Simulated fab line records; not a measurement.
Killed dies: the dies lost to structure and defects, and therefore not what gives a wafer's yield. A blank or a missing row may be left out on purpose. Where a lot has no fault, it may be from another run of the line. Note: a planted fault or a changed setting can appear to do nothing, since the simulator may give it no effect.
Matching of chambers || flow gf180mcu || cmp-01 running GF_V4_CMP_26: 4 sister chambers
The step polishes, stops on SiO2, t overpolish 15 s, target thk 0 nm. 8 wafers are shown with their chamber, then 10 later ones without.

== WAFERS WITH THEIR CHAMBER ==
{"wafer": "L076.1", "chamber": 2, "motor-current-A (A)": 9.8, "time-to-endpoint-s (s)": 83}
{"wafer": "L078.1", "chamber": 1, "motor-current-A (A)": 10.5, "time-to-endpoint-s (s)": 80}
{"wafer": "L078.4", "chamber": 0, "motor-current-A (A)": 11.3, "time-to-endpoint-s (s)": 76}
{"wafer": "L081.1", "chamber": 1, "motor-current-A (A)": 10.6, "time-to-endpoint-s (s)": 84}
{"wafer": "L081.2", "chamber": 3, "motor-current-A (A)": 9.7, "time-to-endpoint-s (s)": 86}
{"wafer": "L081.3", "chamber": 0, "motor-current-A (A)": 11.4, "time-to-endpoint-s (s)": 78}
{"wafer": "L083.2", "chamber": 3, "motor-current-A (A)": 9.8, "time-to-endpoint-s (s)": 85}
{"wafer": "L083.4", "chamber": 2, "motor-current-A (A)": 9.5, "time-to-endpoint-s (s)": 82}

== WAFERS WITH NO CHAMBER GIVEN ==
{"wafer": "L083.6", "motor-current-A (A)": 11.1, "time-to-endpoint-s (s)": 85}
{"wafer": "L084.2", "motor-current-A (A)": 11.5, "time-to-endpoint-s (s)": 74}
{"wafer": "L084.3", "motor-current-A (A)": 9.9, "time-to-endpoint-s (s)": 84}
{"wafer": "L084.5", "motor-current-A (A)": 11.0, "time-to-endpoint-s (s)": 82}
{"wafer": "L085.3", "motor-current-A (A)": 9.2, "time-to-endpoint-s (s)": 82}
{"wafer": "L085.4", "motor-current-A (A)": 9.2, "time-to-endpoint-s (s)": 85}
{"wafer": "L085.6", "motor-current-A (A)": 11.7, "time-to-endpoint-s (s)": 75}
{"wafer": "L090.1", "motor-current-A (A)": 9.8, "time-to-endpoint-s (s)": 90}
{"wafer": "L090.3", "motor-current-A (A)": 9.3, "time-to-endpoint-s (s)": 85}
{"wafer": "L090.5", "motor-current-A (A)": 9.2, "time-to-endpoint-s (s)": 88}

== WHICH CHAMBER EACH ONE RAN IN ==
{"wafer": "L083.6", "from the rows above": "can't be placed: 1 or 0", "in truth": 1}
{"wafer": "L084.2", "from the rows above": 0, "in truth": 0}
{"wafer": "L084.3", "from the rows above": "can't be placed: 3 or 2", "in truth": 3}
{"wafer": "L084.5", "from the rows above": "can't be placed: 1 or 0", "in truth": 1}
{"wafer": "L085.3", "from the rows above": "can't be placed: 2 or 3", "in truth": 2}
{"wafer": "L085.4", "from the rows above": "can't be placed: 2 or 3", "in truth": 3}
{"wafer": "L085.6", "from the rows above": 0, "in truth": 0}
{"wafer": "L090.1", "from the rows above": "can't be placed: 3 or 2", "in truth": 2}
{"wafer": "L090.3", "from the rows above": "can't be placed: 2 or 3", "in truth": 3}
{"wafer": "L090.5", "from the rows above": "can't be placed: 3 or 2", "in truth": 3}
2 of 10 placed correctly. Not placeable from these rows: 8 (in 8, the candidates include the true chamber). 0 placed wrongly.
How it was worked out, from the rows above alone: a wafer's distance from a chamber is the root of the sum, over the readings, of the square of ((its reading less the chamber's mean) divided by the reading's scatter). The wafer belongs to the nearest chamber; if the next one is less than 2 further off, it can't be placed. A chamber's mean is the mean of its shown wafers. The scatter: take each reading less its chamber's mean, square it, sum over the shown wafers, divide by the number of wafers less the number of chambers, and take the root.
